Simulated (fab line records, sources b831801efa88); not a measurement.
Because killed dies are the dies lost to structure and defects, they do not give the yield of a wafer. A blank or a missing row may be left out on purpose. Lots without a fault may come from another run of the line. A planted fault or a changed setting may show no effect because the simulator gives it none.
Which tool was responsible? | flow sky130 | 10 lots with 30 wafers sampled at 5 steps, on a route of 708 steps

== WHAT THE GAUGES READ, wafer by wafer ==
SKY_CONTACT_CD_MEAS_14: target cd 170 nm.
lot  | measured     | on        | cd-nm (nm)
L920 | day 31 11:44 | cd-sem-02 | 169.9 170.9 169.6
L923 | day 32 16:50 | cd-sem-02 | 167.2 166.7 166.9
L926 | day 34 02:43 | cd-sem-01 | 168.5 167.8 166.7
L929 | day 34 15:16 | cd-sem-02 | 169.8 170.4 169.3
L930 | day 34 22:49 | cd-sem-01 | 169.7 170.1 169.3
L934 | day 36 13:46 | cd-sem-01 | 168.8 170.1 169.5
L936 | day 36 21:59 | cd-sem-01 | 170.8 171.3 170.0
L937 | day 37 02:04 | cd-sem-01 | 166.8 168.4 169.0
L939 | day 37 22:22 | cd-sem-01 | 168.1 168.1 170.3
L942 | day 39 09:07 | cd-sem-02 | 170.2 169.1 170.3

SKY_METAL1_RS_MEAS_05: uses a four-point probe to measure.
lot  | measured     | on            | METAL1_ALCU_RS (ohm/sq)
L920 | day 31 13:56 | film-metro-03 | 0.1264 0.1259 0.1270
L923 | day 32 18:34 | film-metro-03 | 0.1273 0.1292 0.1275
L926 | day 34 04:24 | film-metro-02 | 0.1283 0.1253 0.1251
L929 | day 34 17:00 | film-metro-02 | 0.1275 0.1279 0.1265
L930 | day 35 00:35 | film-metro-02 | 0.1296 0.1277 0.1285
L934 | day 36 15:28 | film-metro-02 | 0.1287 0.1288 0.1286
L936 | day 36 23:44 | film-metro-02 | 0.1251 0.1777 0.1252
L937 | day 37 03:47 | film-metro-03 | 0.1261 0.1271 0.1270
L939 | day 38 00:02 | film-metro-02 | 0.1255 0.1262 0.1237
L942 | day 39 10:47 | film-metro-02 | 0.1286 0.1271 0.1266

SKY_METAL1_THK_MEAS_06: measures by xrf.
lot  | measured     | on            | METAL1_ALCU_THK (nm)
L920 | day 31 14:03 | film-metro-03 | 251.5 255.2 251.5
L923 | day 32 18:40 | film-metro-03 | 251.3 246.3 251.6
L926 | day 34 04:31 | film-metro-02 | 250.1 254.5 255.8
L929 | day 34 17:07 | film-metro-02 | 249.6 249.7 251.3
L930 | day 35 00:43 | film-metro-02 | 248.6 253.4 249.1
L934 | day 36 15:35 | film-metro-02 | 250.0 249.4 251.2
L936 | day 36 23:51 | film-metro-02 | 256.6 183.1 256.4
L937 | day 37 03:54 | film-metro-03 | 251.8 251.5 247.7
L939 | day 38 00:10 | film-metro-02 | 253.5 253.6 258.6
L942 | day 39 10:55 | film-metro-02 | 251.0 253.6 254.2

SKY_METAL1_CD_MEAS_15: target cd 140 nm.
lot  | measured     | on        | cd-nm (nm)
L920 | day 32 18:17 | cd-sem-01 | 142.9 141.7 142.4
L923 | day 33 20:50 | cd-sem-01 | 140.6 140.8 141.7
L926 | day 35 07:01 | cd-sem-02 | 139.3 139.5 140.0
L929 | day 35 19:28 | cd-sem-02 | 138.9 138.6 139.5
L930 | day 36 02:49 | cd-sem-01 | 139.2 141.2 140.9
L934 | day 37 16:53 | cd-sem-01 | 141.1 141.4 141.7
L936 | day 38 02:05 | cd-sem-01 | 139.8 140.5 139.0
L937 | day 38 05:46 | cd-sem-02 | 135.9 138.8 138.6
L939 | day 39 01:46 | cd-sem-01 | 140.8 142.5 142.6
L942 | day 40 11:49 | cd-sem-02 | 141.7 141.8 141.0

== WHICH TOOL RAN EACH LOT (tool, then ch and the chambers of the sampled wafers, then the start) ==
lot  | SKY_METAL1_SPUTTER_02
L920 | pvd-sputter-04, day 31 13:50
L923 | pvd-sputter-03, day 32 18:27
L926 | pvd-sputter-03, day 34 04:18
L929 | pvd-sputter-04, day 34 16:55
L930 | pvd-sputter-03, day 35 00:29
L934 | pvd-sputter-02, day 36 15:22
L936 | pvd-sputter-03, day 36 23:38
L937 | pvd-sputter-04, day 37 03:41
L939 | pvd-sputter-02, day 37 23:57
L942 | pvd-sputter-02, day 39 10:42
- SKY_METAL1_SPUTTER_02: material AlCu, target thk 250 nm, time 13.3 s.

== WHAT THE TOOLS THEMSELVES READ (means of the sampled wafers that have a number; where no wafer has one, the mark that the record gives instead) ==
SKY_METAL1_SPUTTER_02.
lot  | tool           | chamber-pressure-pa (Pa) | throttle-valve-pct (%)
L920 | pvd-sputter-04 | 0.4000                   | 30.7
L923 | pvd-sputter-03 | 0.3996                   | 29.7
L926 | pvd-sputter-03 | 0.4003                   | 30.4
L929 | pvd-sputter-04 | 0.3998                   | 30.5
L930 | pvd-sputter-03 | 0.3999                   | 29.8
L934 | pvd-sputter-02 | 0.3998                   | 28.5
L936 | pvd-sputter-03 | 0.3988                   | 30.4
L937 | pvd-sputter-04 | 0.4002                   | 29.8
L939 | pvd-sputter-02 | 0.3996                   | 28.8
L942 | pvd-sputter-02 | 0.3993                   | 28.5

== THE ANSWER, worked out from the rows above alone ==
Rule: the lots themselves supply what counts as usual. Put in order of their means at a reading, lots are off if they are a third of the lots or fewer, leave a main group of 4 or more, and stand apart from it by a gap of 3 or more times the standard deviation of the main group's means; of several such gaps the widest counts. If all means in a main group match to the digits the tables above print for the reading, that group is not used. Also off: a lot with no number at a reading for which 4 or more lots have one. Any other lot the step has rows for is counted as sound. The gauges are gone through in route order, then the tools' own readings, and for those a lot's mean is taken as printed above. At the first step where some lot is off, the reading lying furthest off is the one used; lots without a number count as furthest.
Off: at SKY_METAL1_RS_MEAS_05 (METAL1_ALCU_RS), L936. Main group: mean 0.1272 ohm/sq, sd 0.0011.
If a tool, at a process step before that reading, ran all the lots that are off and no sound lot after the first of them, it fits. The gauges at SKY_METAL1_RS_MEAS_05 are tried like those tools. One candidate fits, namely pvd-sputter-03 at SKY_METAL1_SPUTTER_02. Its last sound lot is L930 (day 35 00:29), its first lot that is off L936 (day 36 23:38): a fault that began between those two fits.

== WHAT THE SIMULATOR HAD PUT IN ==
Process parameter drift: pvd-sputter-03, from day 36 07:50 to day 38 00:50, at SKY_METAL1_SPUTTER_02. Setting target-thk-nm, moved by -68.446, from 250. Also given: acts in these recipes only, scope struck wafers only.
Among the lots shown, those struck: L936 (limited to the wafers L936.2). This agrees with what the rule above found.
